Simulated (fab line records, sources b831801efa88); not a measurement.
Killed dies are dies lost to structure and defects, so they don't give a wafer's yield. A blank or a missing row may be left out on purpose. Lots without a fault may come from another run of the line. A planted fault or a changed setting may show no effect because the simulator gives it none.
fab line records | flow sfq_line
record lots=14 wafers=42 last_day=92
route steps=325 shown L0@3 M2@90 I2@103 I3@134
lots that met no fault: from a run of the same line without faults
start_h: hours from the record's first day to the start of the lot's first wafer shown | wait_h: hours since the lot's step before | " the same as in the row above | L1.1+2: a row that stands for several wafers | - no value, or no start given | * or withheld: withheld | < > ~ a bound
route shown NAME@n: a module of which the file shows steps, and the number in the route of the first | usual: mean/standard deviation of fault-free wafers | same: alike in all rows | chamber/n: place in a boat | sites: the reading at each site | _std_site: their standard deviation | _edge_site: outer sites' mean less inner sites' | radius_mm: how far each site lies from the wafer's centre | mask NAME#n: copy n | behind: the tool/chamber that last shaped the wafer | hold: why the lot was held/for how many hours/how that ended | device: the transistor (n, p or np) that didn't switch | end of line: the same wafers' tests at the end of the route | a step without rows: its recipe alone | killed: dies lost to structure and defects at the first sort, not the wafer's yield | map: a wafer's dies, x killed, . not, _ none there
set.NAME: the setting as run; set.NAME@STEP: as run at that earlier step | model.NAME: the simulator's own value behind a step, which no gauge read
steps of the route over a sample of lots; a table a step, a row a wafer
services: from which hour (start_h, from the record's first day; less than 0 if before it) a tool's chamber was out of use, for how many hours, and why
## steps
# step SFQ_TRILAYER_L0_DEP_SPUTTER_003
# recipe material=MoNx_KI base_pressure_pa=1.33e-06 target_thk_nm=40 power_w=800 time_s=100 chamber_pressure_pa=0.4
# usual throttle_valve_pct=30.1/0.77
# columns lot.wafer tool chamber start_h wait_h throttle_valve_pct
L994.1 pvd_sputter-06 - 12.49 0.0 29.0
L994.3 " - " " 30.5
L994.5 " - " " 29.1
L995.3 pvd_sputter-06 - 17.49 0.0 30.3
L995.4 " - " " 29.0
L995.6 " - " " 30.5
L996.2 pvd_sputter-06 - 22.49 0.0 30.4
L996.3 " - " " 30.4
L996.4 " - " " 30.3
L997.1 pvd_sputter-03 - 27.49 0.0 31.5
L997.3 " - " " 30.0
L997.4 " - " " 29.4
L998.2 pvd_sputter-05 - 32.49 0.0 29.0
L998.3 " - " " 29.8
L998.4 " - " " 29.5
L999.2 pvd_sputter-06 - 37.49 0.0 29.9
L999.3 " - " " 29.1
L999.4 " - " " 30.7
L109.2 pvd_sputter-03 - 87.49 0.0 31.8
L109.3 " - " " 30.2
L109.4 " - " " 30.7
L110.1 pvd_sputter-06 - 92.49 0.0 29.1
L110.4 " - " " 30.5
L110.6 " - " " 30.8
L111.2 pvd_sputter-06 - 97.49 0.0 30.3
L111.5 " - " " 30.7
L111.6 " - " " 30.5
L113.1 pvd_sputter-03 - 107.49 0.0 31.5
L113.5 " - " " 31.4
L113.6 " - " " 30.1
L114.2 pvd_sputter-05 - 112.49 0.0 28.9
L114.3 " - " " 29.1
L114.5 " - " " 28.9
L115.2 pvd_sputter-06 - 117.49 0.0 30.6
L115.4 " - " " 30.2
L115.6 " - " " 29.1
L116.1 pvd_sputter-05 - 122.49 0.0 29.4
L116.2 " - " " 29.2
L116.6 " - " " 29.3
L117.1 pvd_sputter-06 - 127.49 0.0 30.5
L117.2 " - " " 30.7
L117.6 " - " " 30.1
# step SFQ_M2_RS_MEAS_914
# recipe thk_meas_gauge=four-point-probe reads=Nb_of_TRILAYER_M2_DEP_SPUTTER_055
# usual M2_NB_RS=0.894/0.0096
# columns lot.wafer tool chamber start_h wait_h M2_NB_RS[ohm/sq]
L994.1 film_metro-04 - 355.41 0.0 0.905
L994.3 " - " " 0.907
L994.5 " - " " 0.903
L995.3 film_metro-02 - 383.49 0.1 0.898
L995.4 " - " " 0.911
L995.6 " - " " 0.901
L996.2 film_metro-02 - 459.29 0.1 0.889
L996.3 " - " " 0.880
L996.4 " - " " 0.889
L997.1 film_metro-01 - 473.67 0.0 0.897
L997.3 " - " " 0.898
L997.4 " - " " 0.901
L998.2 film_metro-01 - 484.61 0.1 0.893
L998.3 " - " " 0.887
L998.4 " - " " 0.889
L999.2 film_metro-04 - 489.41 0.1 0.882
L999.3 " - " " 0.906
L999.4 " - " " 0.899
L109.2 film_metro-04 - 600.51 0.1 0.890
L109.3 " - " " 0.880
L109.4 " - " " 0.874
L110.1 film_metro-04 - 607.67 0.0 0.881
L110.4 " - " " 0.883
L110.6 " - " " 0.880
L111.2 film_metro-02 - 609.51 0.1 0.883
L111.5 " - " " 0.886
L111.6 " - " " 0.891
L113.1 film_metro-02 - 617.01 0.0 0.879
L113.5 " - " " 0.898
L113.6 " - " " 0.879
L114.2 film_metro-01 - 620.02 0.1 0.910
L114.3 " - " " 0.912
L114.5 " - " " 0.906
L115.2 film_metro-04 - 624.65 0.1 0.903
L115.4 " - " " 0.891
L115.6 " - " " 0.897
L116.1 film_metro-02 - 634.21 0.0 0.902
L116.2 " - " " 0.888
L116.6 " - " " 0.904
L117.1 film_metro-04 - 640.34 0.0 0.898
L117.2 " - " " 0.874
L117.6 " - " " 0.896
# step SFQ_TRILAYER_I2_DEP_PECVD_063
# recipe material=SiO2 temp_c=150 time_s=111.11 pressure_torr=2.4 rf_w=183.3 precursor=SiH4/N2O target_thk_nm=500
# usual heater_power_w=78/14 throttle_valve_pct=25.0/1.3
# columns lot.wafer tool chamber start_h wait_h heater_power_w throttle_valve_pct
L994.1 pecvd-02 2 360.57 0.0 74 24.6
L994.3 " 0 " " 60 26.1
L994.5 " 0 " " 62 26.1
L995.3 pecvd-02 1 387.01 0.0 67 27.1
L995.4 " 2 " " 66 24.3
L995.6 " 0 " " 62 26.3
L996.2 pecvd-02 0 462.69 0.0 65 26.5
L996.3 " 1 " " 72 27.3
L996.4 " 1 " " 72 27.4
L997.1 pecvd-02 1 477.27 0.0 68 27.6
L997.3 " 2 " " 67 24.8
L997.4 " 2 " " 72 24.7
L998.2 pecvd-04 2 637.28 0.0 83 24.1
L998.3 " 1 " " 70 25.1
L998.4 " 2 " " 83 23.8
L999.2 pecvd-01 1 641.06 0.0 69 24.9
L999.3 " 0 " " 85 23.6
L999.4 " 2 " " 106 24.7
L109.2 pecvd-01 2 768.58 0.0 108 24.9
L109.3 " 1 " " 77 25.0
L109.4 " 0 " " 87 23.9
L110.1 pecvd-01 0 775.78 0.0 84 24.1
L110.4 " 2 " " 102 25.0
L110.6 " 1 " " 78 25.2
L111.2 pecvd-02 1 776.98 0.0 69 28.9
L111.5 " 1 " " 73 28.9
L111.6 " 0 " " 69 27.5
L113.1 pecvd-04 2 783.37 0.0 80 24.5
L113.5 " 1 " " 65 25.4
L113.6 " 0 " " 90 23.8
L114.2 pecvd-04 1 786.97 0.0 56 25.2
L114.3 " 2 " " 83 24.6
L114.5 " 2 " " 84 24.5
L115.2 pecvd-04 2 790.83 0.0 81 24.4
L115.4 " 1 " " 66 25.5
L115.6 " 0 " " 91 23.5
L116.1 pecvd-04 0 797.77 0.0 101 23.9
L116.2 " 2 " " 75 24.3
L116.6 " 1 " " 69 25.4
L117.1 pecvd-04 0 801.17 0.0 91 24.0
L117.2 " 1 " " 62 25.4
L117.6 " 1 " " 67 25.3
# step SFQ_TRILAYER_I3_CMP_CMP_082
# recipe material=SiO2 down_force_psi=3 platen_rpm=60 pad_velocity_m_s=0.94248
# usual head_pressure_psi=2.999/0.0065 motor_current_A=9.6/0.58 time_to_endpoint_s=213/7.1
# columns lot.wafer tool chamber start_h wait_h head_pressure_psi motor_current_A time_to_endpoint_s
L994.3 cmp-01 2 671.74 1.5 3.012 9.2 217
L994.1 " 0 672.74 2.5 2.994 8.9 222
L994.5 " 2 673.74 3.5 3.012 8.9 219
L995.4 cmp-01 2 708.11 1.8 3.002 9.4 215
L995.3 " 1 709.61 3.3 2.993 8.9 219
L995.6 " 2 " " 3.003 9.2 223
L996.2 cmp-01 1 759.84 0.4 2.985 9.2 203
L996.4 " 2 " " 3.008 9.4 211
L996.3 " 0 761.34 1.9 3.009 9.0 216
L997.3 cmp-01 3 762.84 1.6 3.013 10.0 218
L997.1 " 0 " " 3.003 8.8 217
L997.4 " 1 " " 3.016 8.9 216
L998.4 cmp-01 1 765.84 3.9 3.374 10.2 190
L998.2 " 3 766.84 5.0 3.384 10.6 186
L998.3 " 0 " " 3.371 9.7 201
L999.4 cmp-01 1 768.84 5.0 3.363 10.4 191
L999.2 " 2 " " 3.361 9.8 194
L999.3 " 3 " " 3.376 12.0 188
L109.4 cmp-01 0 949.37 31.2 2.996 8.6 218
L109.3 " 1 " " 3.000 9.1 200
L109.2 " 2 " " 3.004 9.3 212
L110.1 cmp-02 2 952.46 30.7 3.001 9.7 213
L110.4 " 1 953.96 32.1 2.997 9.9 205
L110.6 " 2 " " 2.999 9.7 214
L111.2 cmp-01 3 955.37 31.6 2.996 10.3 200
L111.5 " 2 956.87 33.1 2.999 9.0 201
L111.6 " 3 " " 2.996 10.2 206
L113.1 cmp-02 2 961.46 26.0 2.999 9.3 210
L113.5 " 2 963.46 28.0 3.007 9.3 218
L113.6 " 3 " " 3.005 9.5 203
L114.2 cmp-01 2 964.37 26.6 2.992 9.0 211
L114.3 " 3 " " 2.992 10.3 204
L114.5 " 2 966.37 28.5 3.003 9.6 213
L115.2 cmp-01 2 969.87 24.6 2.997 9.6 213
L115.4 " 3 " " 3.002 10.1 214
L115.6 " 2 971.87 26.6 2.998 9.3 220
L116.1 cmp-02 3 973.96 13.8 3.005 10.0 216
L116.2 " 0 " " 2.997 10.3 216
L116.6 " 2 975.46 15.3 3.003 9.9 217
L117.2 cmp-02 0 1004.84 0.5 2.996 10.1 208
L117.1 " 1 " " 2.996 10.5 192
L117.6 " 3 1006.34 2.0 3.000 9.9 202
## services
# columns tool chamber start_h hours kind
cmp-01 - 71.39 6.5 repair
cmp-01 - 80.93 5.0 pm
cmp-01 - 97.90 4.0 pm
cmp-01 - 102.35 0.3 repair
cmp-01 - 148.14 2.4 repair
cmp-01 - 192.36 0.4 repair
cmp-01 - 234.72 8.1 pm
cmp-01 - 242.83 4.0 pm
cmp-01 - 427.88 2.3 repair
cmp-01 - 437.43 1.6 repair
cmp-01 - 448.93 4.7 pm
cmp-01 - 467.25 1.0 repair
cmp-01 - 468.32 0.9 repair
cmp-01 - 487.78 0.7 repair
cmp-01 - 494.95 1.7 repair
cmp-01 - 563.39 0.6 repair
cmp-01 - 565.41 2.1 repair
cmp-01 - 582.83 4.0 pm
cmp-01 - 587.95 0.6 repair
cmp-01 - 609.89 2.6 repair
cmp-01 - 696.53 1.0 repair
cmp-01 - 699.57 1.4 repair
cmp-01 - 816.84 4.5 pm
cmp-01 - 874.59 3.5 repair
## key
first_sign step=SFQ_TRILAYER_I3_CMP_CMP_082 reading=head_pressure_psi direction=up sigmas=57 usual=2.999 struck=3.371
effect step=SFQ_TRILAYER_I3_CMP_CMP_082 reading=time_to_endpoint_s direction=down sigmas=3 usual=* struck=*
met_at SFQ_TRILAYER_I3_CMP_CMP_082
struck_lots L998,L999
not_acting_at SFQ_TRILAYER_L0_DEP_SPUTTER_003,SFQ_M2_RS_MEAS_914,SFQ_TRILAYER_I2_DEP_PECVD_063
fault kind=process_parameter_drift tool=cmp-01 chamber=- onset_h=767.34 steps=SFQ_TRILAYER_I3_CMP_CMP_082 channel=down_force_psi offset=0.37437 shape=step end_h=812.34 acts_in=these_recipes_only stated=3
